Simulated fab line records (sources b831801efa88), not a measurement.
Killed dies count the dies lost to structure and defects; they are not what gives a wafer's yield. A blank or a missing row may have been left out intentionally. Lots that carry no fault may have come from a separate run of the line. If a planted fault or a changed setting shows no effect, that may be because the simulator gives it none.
fab line records | flow sfq-line
record: lots: 6 | wafers: 18 | last-day: 87
route steps=325 shown M2@99 I2@103
lots with no fault: from the same line, run without faults
start-h: hours from the record's opening day to when the first of the lot's shown wafers began | wait-h: time in hours since the lot's previous step | " as in the row above | L1.1+2: a single row standing in for several wafers | - no value, or no start given | * or withheld: withheld | < > ~ a bound
route shown NAME@n: a module of which the file shows steps, and the number in the route of the first | usual: mean/standard deviation taken from wafers without a fault | same: alike in all rows | chamber/n: place in a boat | sites: the reading at each site | _std_site: how widely they spread, as a standard deviation | _edge_site: mean of outer sites minus mean of inner sites | radius-mm: how far each site lies from the wafer's centre | mask NAME#n: copy n | behind: tool/chamber where the wafer was last shaped | hold: reason for holding the lot/hours on hold/outcome of the hold | device: transistor that didn't switch, given as n, p or np | end of line: the same wafers' tests at the end of the route | a step with no rows: only its recipe | killed: dies lost to structure and defects at the first sort, not the wafer's yield | map: shows each die of a wafer: x if killed, . if not, _ if none is there
set.NAME: the setting the step ran with; set.NAME@STEP: the setting that earlier step ran with | model.NAME: the simulator's own value behind a step, which no gauge read
lots at selected steps of the route; one table per step, one row per wafer
services: when a tool's chamber went out of use (start-h, in hours from the record's first day, below 0 if earlier), for how many hours, and the reason
== steps ==
step: SFQ_TRILAYER_M2_BARC_OPEN_METAL_ETCH_077
recipe: mask-material: PR | chemistry: O2 | target-depth-nm: 125 | target: BARC | icp-w: 600 | bias-w: 80 | pressure-mtorr: 10 | time-s: 41.7
usual: drypump-motor-current-A: 5.6/0.47 | he-backside-leak-sccm: 3.5/0.34 | oes-product-au: 0.686/0.0049
lot.wafer | tool         | chamber | start-h | wait-h | drypump-motor-current-A | he-backside-leak-sccm | oes-product-au | rf-hours-counter-h
L976.1    | rie-metal-02 | 1       | 634.94  | 0.0    | 5.8                     | 4.1                   | 0.687          | 123
L976.2    | "            | 0       | "       | "      | 5.6                     | 3.1                   | 0.688          | 49
L976.6    | "            | 1       | "       | "      | 5.7                     | 3.9                   | 0.680          | -
L979.2    | rie-metal-02 | 0       | 776.93  | 0.0    | 5.6                     | 3.3                   | 0.677          | 71
L979.3    | "            | 0       | "       | "      | 5.6                     | 3.3                   | 0.685          | -
L979.4    | "            | 1       | "       | "      | 5.8                     | 4.0                   | 0.693          | -
L981.2    | rie-metal-02 | 0       | 802.13  | 0.0    | 5.6                     | 3.3                   | 0.694          | 74
L981.5    | "            | 0       | "       | "      | 5.6                     | 3.3                   | 0.686          | -
L981.6    | "            | 1       | "       | "      | 5.8                     | 3.8                   | 0.683          | -
L982.2    | rie-metal-01 | 0       | 814.35  | 0.0    | 5.2                     | 3.2                   | 0.683          | 85
L982.5    | "            | 1       | "       | "      | 6.0                     | 3.3                   | 0.678          | -
L982.6    | "            | 0       | "       | "      | 5.2                     | 3.2                   | 0.689          | -
L985.2    | rie-metal-01 | 1       | 839.02  | 0.0    | 6.0                     | 3.2                   | 0.680          | 105
L985.3    | "            | 1       | "       | "      | 6.0                     | 3.2                   | 0.681          | -
L985.4    | "            | 0       | "       | "      | 5.2                     | 3.3                   | 0.686          | -
L995.2    | rie-metal-03 | 1       | 925.11  | 0.0    | 4.8                     | 3.5                   | 0.685          | 14
L995.4    | "            | 1       | "       | "      | 4.8                     | 3.3                   | 0.691          | -
L995.6    | "            | 1       | "       | "      | 4.8                     | 3.4                   | 0.682          | -
step: SFQ_TRILAYER_M2_ETCH_METAL_ETCH_060
recipe: target: Nb | stop-on: SiO2 | mask-material: PR | chemistry: Cl2/Ar | target-depth-nm: 240 | icp-w: 600 | bias-w: 80 | pressure-mtorr: 10 | time-s: 120
usual: drypump-motor-current-A: 5.6/0.47 | he-backside-leak-sccm: 3.5/0.34 | oes-product-au: 0.895/0.0081
lot.wafer | tool         | chamber | start-h | wait-h | drypump-motor-current-A | he-backside-leak-sccm | oes-product-au | rf-hours-counter-h
L976.1    | rie-metal-02 | 1       | 635.00  | 0.0    | 5.7                     | 4.1                   | 0.886          | 123
L976.2    | "            | 0       | "       | "      | 5.6                     | 3.3                   | 0.886          | 49
L976.6    | "            | 1       | "       | "      | 5.8                     | 3.8                   | 0.894          | -
L979.2    | rie-metal-02 | 0       | 776.99  | 0.0    | 5.6                     | 3.1                   | 0.901          | 71
L979.3    | "            | 0       | "       | "      | 5.6                     | 3.2                   | 0.901          | -
L979.4    | "            | 1       | "       | "      | 5.7                     | 4.1                   | 0.892          | -
L981.2    | rie-metal-02 | 0       | 802.19  | 0.0    | 5.6                     | 3.2                   | 0.890          | 74
L981.5    | "            | 0       | "       | "      | 5.6                     | 3.1                   | 0.897          | -
L981.6    | "            | 1       | "       | "      | 5.8                     | 3.8                   | 0.891          | -
L982.2    | rie-metal-01 | 0       | 814.43  | 0.1    | 5.2                     | 3.2                   | 0.888          | 85
L982.5    | "            | 1       | "       | "      | 6.0                     | 3.3                   | 0.891          | -
L982.6    | "            | 0       | "       | "      | 5.2                     | 3.4                   | 0.892          | -
L985.2    | rie-metal-01 | 1       | 839.08  | 0.0    | 6.0                     | 3.3                   | 0.903          | 105
L985.3    | "            | 1       | "       | "      | 5.9                     | 3.3                   | 0.905          | -
L985.4    | "            | 0       | "       | "      | 5.2                     | 3.3                   | 0.908          | -
L995.2    | rie-metal-03 | 1       | 925.17  | 0.0    | 4.8                     | 3.3                   | 0.897          | 14
L995.4    | "            | 1       | "       | "      | 4.8                     | 3.4                   | 0.872          | -
L995.6    | "            | 1       | "       | "      | 4.8                     | 3.4                   | 0.882          | -
step: SFQ_TRILAYER_M2_STRIP_STRIP_061
recipe: gas: O2 | power-w: 200 | platen-temp-c: 40 | overash-fraction: 0.65 | chemistry: O2 | pressure-mtorr: 50
usual: drypump-motor-current-A: 5.6/0.47 | he-backside-leak-sccm: 3.4/0.31 | oes-product-au: 1.001/0.0072 | platen-temp-c: 40.00/0.1
lot.wafer | tool         | chamber | start-h | wait-h | drypump-motor-current-A | he-backside-leak-sccm | oes-product-au | platen-temp-c | rf-hours-counter-h
L976.1    | rie-metal-02 | 1       | 635.13  | 0.1    | 5.8                     | 3.9                   | 1.003          | 39.78         | 123
L976.2    | "            | 0       | "       | "      | 5.6                     | 3.1                   | 1.012          | 40.06         | 49
L976.6    | "            | 1       | "       | "      | 5.8                     | 3.7                   | 1.006          | 39.93         | -
L979.2    | rie-metal-02 | 0       | 777.12  | 0.1    | 5.6                     | 3.3                   | 1.011          | 40.02         | 71
L979.3    | "            | 0       | "       | "      | 5.6                     | 3.2                   | 1.009          | 40.03         | -
L979.4    | "            | 1       | "       | "      | 5.8                     | 4.0                   | 0.995          | 39.92         | -
L981.2    | rie-metal-02 | 0       | 802.32  | 0.1    | 5.6                     | 3.2                   | 1.012          | 40.04         | 74
L981.5    | "            | 0       | "       | "      | 5.6                     | 3.2                   | 1.001          | 39.87         | -
L981.6    | "            | 1       | "       | "      | 5.8                     | 3.7                   | 1.013          | 40.04         | -
L982.2    | rie-metal-01 | 0       | 814.59  | 0.1    | 5.2                     | 3.2                   | 0.998          | 40.20         | 85
L982.5    | "            | 1       | "       | "      | 6.0                     | 3.4                   | 1.001          | 39.89         | -
L982.6    | "            | 0       | "       | "      | 5.2                     | 3.2                   | 1.001          | 40.01         | -
L985.2    | rie-metal-01 | 1       | 839.21  | 0.1    | 6.0                     | 3.3                   | 1.003          | 40.13         | 105
L985.3    | "            | 1       | "       | "      | 6.0                     | 3.4                   | 0.997          | 40.04         | -
L985.4    | "            | 0       | "       | "      | 5.2                     | 3.3                   | 1.003          | 39.99         | -
L995.2    | rie-metal-03 | 1       | 925.29  | 0.1    | 4.8                     | 3.3                   | 1.002          | 40.02         | 14
L995.4    | "            | 1       | "       | "      | 4.8                     | 3.4                   | 0.986          | 39.93         | -
L995.6    | "            | 1       | "       | "      | 4.8                     | 3.3                   | 1.000          | 39.92         | -
step: SFQ_TRILAYER_M2_STRIP_SOLV_CLEAN_062
recipe: chemistry: NMP | temp-c: 70 | time-s: 600
step: SFQ_TRILAYER_I2_DEP_PECVD_063
recipe: material: SiO2 | temp-c: 150 | time-s: 111.11 | pressure-torr: 2.4 | rf-w: 183.3 | precursor: SiH4/N2O | target-thk-nm: 500
usual: heater-power-w: 86/9.8 | showerhead-vpp-V: 831/37 | throttle-valve-pct: 24.8/1.4
lot.wafer | tool     | chamber | start-h | wait-h | heater-power-w | showerhead-vpp-V | throttle-valve-pct
L976.1    | pecvd-01 | 0       | 635.90  | 0.0    | 69             | 839              | 25.4
L976.2    | "        | 1       | "       | "      | 98             | 879              | 24.0
L976.6    | "        | 0       | "       | "      | 69             | 822              | 25.5
L979.2    | pecvd-02 | 0       | 777.89  | 0.0    | 84             | 799              | 25.2
L979.3    | "        | 2       | "       | "      | 72             | 832              | 24.9
L979.4    | "        | 2       | "       | "      | 75             | 829              | 24.7
L981.2    | pecvd-02 | 0       | 803.09  | 0.0    | 97             | 795              | 25.1
L981.5    | "        | 1       | "       | "      | 95             | 869              | 26.5
L981.6    | "        | 2       | "       | "      | 80             | 829              | 24.5
L982.2    | pecvd-02 | 2       | 815.57  | 0.0    | 70             | 833              | 24.5
L982.5    | "        | 1       | "       | "      | 82             | 859              | 26.6
L982.6    | "        | 2       | "       | "      | 74             | 825              | 24.7
L985.2    | pecvd-04 | 0       | 839.98  | 0.0    | 89             | 787              | 22.4
L985.3    | "        | 1       | "       | "      | 93             | 793              | 22.7
L985.4    | "        | 1       | "       | "      | 94             | 801              | 22.6
L995.2    | pecvd-01 | 2       | 926.07  | 0.0    | 89             | 799              | 26.9
L995.4    | "        | 1       | "       | "      | 102            | 892              | 24.1
L995.6    | "        | 2       | "       | "      | 88             | 791              | 26.7
step: SFQ_TRILAYER_I2_CMP_CMP_064
recipe: material: SiO2 | down-force-psi: 3 | platen-rpm: 60 | pad-velocity-m-s: 0.94248
step: SFQ_I2_BOW_MEAS_917
recipe: mode: bow
usual: I2_BOW: 3/8.3
lot.wafer | tool          | chamber | start-h | wait-h | I2_BOW[um]
L976.1    | film-metro-04 | -       | 639.78  | 2.0    | 6
L976.2    | "             | -       | "       | "      | -3
L976.6    | "             | -       | "       | "      | 12
L979.2    | film-metro-02 | -       | 783.24  | 2.0    | 15
L979.3    | "             | -       | "       | "      | 2
L979.4    | "             | -       | "       | "      | 13
L981.2    | film-metro-02 | -       | 806.19  | 2.0    | -6
L981.5    | "             | -       | "       | "      | -4
L981.6    | "             | -       | "       | "      | 12
L982.2    | film-metro-04 | -       | 818.92  | 2.5    | -6
L982.5    | "             | -       | "       | "      | -13
L982.6    | "             | -       | "       | "      | -5
L985.2    | film-metro-03 | -       | 845.76  | 1.0    | 12
L985.3    | "             | -       | "       | "      | 7
L985.4    | "             | -       | "       | "      | 22
L995.2    | film-metro-04 | -       | 935.08  | 1.5    | 5
L995.4    | "             | -       | "       | "      | 10
L995.6    | "             | -       | "       | "      | 20
step: SFQ_TRILAYER_I2_METRO_MEASURE_065
usual: thk-nm: 199.7/1
lot.wafer | tool          | chamber | start-h | wait-h | thk-nm
L976.1    | film-metro-04 | -       | 639.90  | 0.1    | 200.1
L976.2    | "             | -       | "       | "      | 198.0
L976.6    | "             | -       | "       | "      | 199.7
L979.2    | film-metro-02 | -       | 783.54  | 0.3    | 200.7
L979.3    | "             | -       | "       | "      | 199.8
L979.4    | "             | -       | "       | "      | 200.2
L981.2    | film-metro-02 | -       | 806.49  | 0.3    | 197.5
L981.5    | "             | -       | "       | "      | 199.0
L981.6    | "             | -       | "       | "      | 198.1
L982.2    | film-metro-04 | -       | 819.22  | 0.3    | 201.8
L982.5    | "             | -       | "       | "      | 200.8
L982.6    | "             | -       | "       | "      | 200.4
L985.2    | film-metro-03 | -       | 846.06  | 0.3    | 199.4
L985.3    | "             | -       | "       | "      | 199.2
L985.4    | "             | -       | "       | "      | 198.8
L995.2    | film-metro-04 | -       | 935.38  | 0.3    | 199.1
L995.4    | "             | -       | "       | "      | 200.8
L995.6    | "             | -       | "       | "      | 202.2
step: SFQ_TRILAYER_I2_VIA_LITHO_COAT_072
recipe: resist: BARC | spin-rpm: 3000 | resist-thk-nm: 62
step: SFQ_TRILAYER_I2_VIA_LITHO_COAT_067
recipe: resist: KrF | spin-rpm: 3000 | resist-thk-nm: 650
step: SFQ_TRILAYER_I2_VIA_LITHO_SOFTBAKE_071
recipe: temp-c: withheld | time-s: withheld | resist: KrF
step: SFQ_TRILAYER_I2_VIA_LITHO_EXPOSE_068
recipe: mask-id: I2 | na: 0.6 | source-shape: conventional | sigma-outer: 0.65 | target-cd-nm: 500 | dose-mj: 21.3
step: SFQ_TRILAYER_I2_VIA_LITHO_PEB_070
recipe: peb-temp-c: 115 | peb-time-s: 60 | resist: KrF
usual: chill-plate-temp-C: 23.00/0.11 | exhaust-pa: 45.3/0.79
lot.wafer | tool           | chamber | start-h | wait-h | chill-plate-temp-C | exhaust-pa
L976.1    | litho-track-02 | 0       | 782.68  | 1.0    | 23.03              | 44.8
L976.2    | "              | 0       | "       | "      | 23.17              | 45.2
L976.6    | "              | 0       | "       | "      | 22.99              | 45.7
L979.2    | litho-track-02 | 0       | 924.28  | 0.8    | 23.02              | 44.8
L979.3    | "              | 0       | "       | "      | 22.96              | 45.2
L979.4    | "              | 0       | "       | "      | 22.99              | 44.5
L981.2    | litho-track-02 | -       | 946.23  | 0.8    | -                  | -
L981.5    | "              | -       | "       | "      | -                  | -
L981.6    | "              | -       | "       | "      | -                  | -
L982.2    | litho-track-03 | -       | 964.23  | 0.8    | -                  | -
L982.5    | "              | -       | "       | "      | -                  | -
L982.6    | "              | -       | "       | "      | -                  | -
L985.2    | litho-track-03 | 0       | 985.83  | 0.8    | 22.82              | 46.8
L985.3    | "              | 0       | "       | "      | 22.85              | 45.6
L985.4    | "              | 0       | "       | "      | 22.79              | 46.5
L995.2    | litho-track-03 | 0       | 1074.92 | 0.8    | 22.96              | 45.1
L995.4    | "              | 0       | "       | "      | 23.04              | 44.3
L995.6    | "              | 0       | "       | "      | 22.92              | 46.5
step: SFQ_TRILAYER_I2_VIA_LITHO_DEVELOP_069
recipe: time-s: 60 | resist: KrF
== services ==
tool          | chamber | start-h | hours | kind
rie-metal-02  | 0       | 613.12  | 20.0  | repair
rie-metal-01  | -       | 637.56  | 1.4   | pm
film-metro-04 | -       | 641.18  | 1.0   | pm
film-metro-04 | -       | 647.48  | 0.2   | pm
film-metro-04 | -       | 673.06  | 8.3   | repair
pecvd-02      | -       | 679.87  | 0.6   | repair
film-metro-04 | -       | 681.32  | 0.8   | pm
pecvd-02      | -       | 688.50  | 0.8   | pm
rie-metal-02  | -       | 698.30  | 4.0   | repair
rie-metal-02  | 1       | 705.03  | 4.9   | repair
film-metro-04 | -       | 707.69  | 5.7   | repair
rie-metal-01  | -       | 725.69  | 1.1   | repair
film-metro-04 | -       | 732.37  | 2.0   | pm
pecvd-02      | -       | 757.93  | 4.3   | pm
rie-metal-03  | -       | 792.23  | 2.8   | pm
film-metro-04 | -       | 812.51  | 1.3   | pm
pecvd-02      | 0       | 840.63  | 9.0   | repair
film-metro-04 | -       | 887.03  | 0.6   | pm
rie-metal-02  | 1       | 911.86  | 9.9   | repair
rie-metal-01  | -       | 912.48  | 0.6   | repair
rie-metal-02  | -       | 948.83  | 2.8   | pm
rie-metal-01  | 0       | 964.48  | 3.1   | repair
rie-metal-02  | 1       | 991.21  | 3.6   | repair
rie-metal-01  | 1       | 996.87  | 20.7  | repair
== key ==
first-sign: step: SFQ_TRILAYER_I2_VIA_LITHO_PEB_070 | reading: tool-record | direction: missing
effect none on later readings
met-at SFQ_TRILAYER_I2_VIA_LITHO_PEB_070
struck-wafers L981.2,L981.5,L981.6,L982.2,L982.5,L982.6
onset-between 924.28 946.23
fault: kind: skipped-step-whole | tool: litho-track-02,litho-track-03 | chamber: - | onset-h: 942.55 | steps: SFQ_TRILAYER_I2_VIA_LITHO_PEB_070 | scope: struck-lots-only
